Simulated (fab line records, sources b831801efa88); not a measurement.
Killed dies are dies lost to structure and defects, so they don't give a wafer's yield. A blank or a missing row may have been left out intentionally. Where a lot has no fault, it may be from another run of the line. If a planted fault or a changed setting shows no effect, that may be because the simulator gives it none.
Which tool was responsible? | flow sky130 | at 1 step of a route of 708, 12 lots with 36 wafers sampled

== WHAT EACH GAUGE READ, for each wafer ==
SKY_CONTACT_CD_MEAS_14: target cd 170 nm.
lot  | measured     | on        | cd-nm (nm)
L075 | day 32 17:32 | cd-sem-01 | 167.7 168.3 167.9
L077 | day 32 19:52 | cd-sem-02 | 170.2 170.3 170.7
L078 | day 33 02:47 | cd-sem-01 | 172.6 172.4 172.0
L081 | day 33 22:52 | cd-sem-02 | 168.0 169.7 169.5
L084 | day 34 13:49 | cd-sem-01 | 169.6 169.6 171.3
L085 | day 34 20:01 | cd-sem-02 | 169.9 169.0 169.7
L087 | day 35 22:18 | cd-sem-02 | 168.9 169.4 169.1
L089 | day 36 07:47 | cd-sem-02 | 166.8 168.4 168.8
L091 | day 36 23:04 | cd-sem-02 | 169.0 166.8 166.4
L093 | day 37 19:22 | cd-sem-01 | 167.5 168.1 168.4
L095 | day 39 00:43 | cd-sem-02 | 170.8 169.4 169.6
L096 | day 39 18:01 | cd-sem-02 | 168.9 169.1 169.1

== TOOL THAT RAN EACH LOT (tool first, then ch and the chambers of the sampled wafers, then the start) ==
The record shows no process step preceding these readings.

== THE ANSWER, worked out from the rows above alone ==
Rule: the usual values come from the lots themselves. Put in order of their means at a reading, lots are off if they are a third of the lots or fewer, leave a main group of 4 or more, and stand apart from it by a gap of 3 or more times the standard deviation of the main group's means; of several such gaps the widest counts. If all means in a main group match to the digits the tables above print for the reading, that group is not used. A lot without any number at a reading at which 4 lots or more have one is off too. The other lots that the step has rows for count as sound.
Across all readings shown, no lot is off: no conclusion can be drawn from this.

== WHAT THE SIMULATOR PUT IN ==
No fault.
